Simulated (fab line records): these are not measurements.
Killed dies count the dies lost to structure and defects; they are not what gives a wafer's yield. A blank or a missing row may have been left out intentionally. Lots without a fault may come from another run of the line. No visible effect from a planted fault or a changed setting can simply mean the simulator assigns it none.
Matching of chambers    flow sky130    SKY_CONTACT_CMP_04 on cmp-02: 4 sister chambers
The step polishes SiO2. 16 wafers are shown with their chamber, then 8 later ones without.

== EACH WAFER AND ITS CHAMBER ==
wafer   chamber  motor current A (A)  time to endpoint s (s)
L406.1  1        12.2                 77
L406.3  2        11.2                 84
L406.4  0        9.7                  77
L408.1  3        12.8                 89
L408.2  1        12.9                 80
L408.4  2        12.4                 84
L409.4  2        12.6                 88
L409.5  2        12.1                 91
L409.6  1        11.6                 83
L407.1  2        12.6                 85
L407.4  3        12.6                 95
L407.6  2        11.9                 93
L411.3  1        12.0                 80
L411.5  1        12.1                 75
L411.6  0        9.5                  76
L415.2  0        9.9                  77

SIGNATURES, as means of the wafers listed above
reading             chamber 0  chamber 1  chamber 2  chamber 3  scatter within a chamber
motor current A     9.700      12.160     12.133     12.700     0.45
time to endpoint s  76.67      79.00      87.50      92.00      3.29
Rule: a wafer's distance from a chamber is the root of the sum, over the readings, of the square of ((its reading less the chamber's mean) divided by the reading's scatter). The wafer belongs to the nearest chamber; if the next one is less than 2 further off, it can't be placed. How the scatter is found: for the shown wafers, subtract from each reading the mean of its chamber, square and add these, divide the total by (wafers less chambers), then take the root.

== WAFERS WHOSE CHAMBER IS MISSING ==
wafer   motor current A (A)  time to endpoint s (s)
L415.4  12.2                 87
L415.6  11.5                 87
L417.1  10.0                 79
L417.4  12.9                 88
L417.5  11.3                 80
L421.1  11.8                 86
L421.2  11.8                 81
L421.5  9.4                  78

== THE CHAMBER EACH PASSED THROUGH ==
wafer   from the rows above           in truth
L415.4  can't be placed: 2 or 3       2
L415.6  can't be placed: 2 or 1 or 3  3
L417.1  0                             0
L417.4  can't be placed: 3 or 2 or 1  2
L417.5  can't be placed: 1 or 2 or 0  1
L421.1  can't be placed: 2 or 1 or 3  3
L421.2  can't be placed: 1 or 2       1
L421.5  0                             0
Placed correctly: 2 of 8. From these rows, 6 cannot be placed; in 6 the true chamber is one of the candidates. 0 placed wrongly.
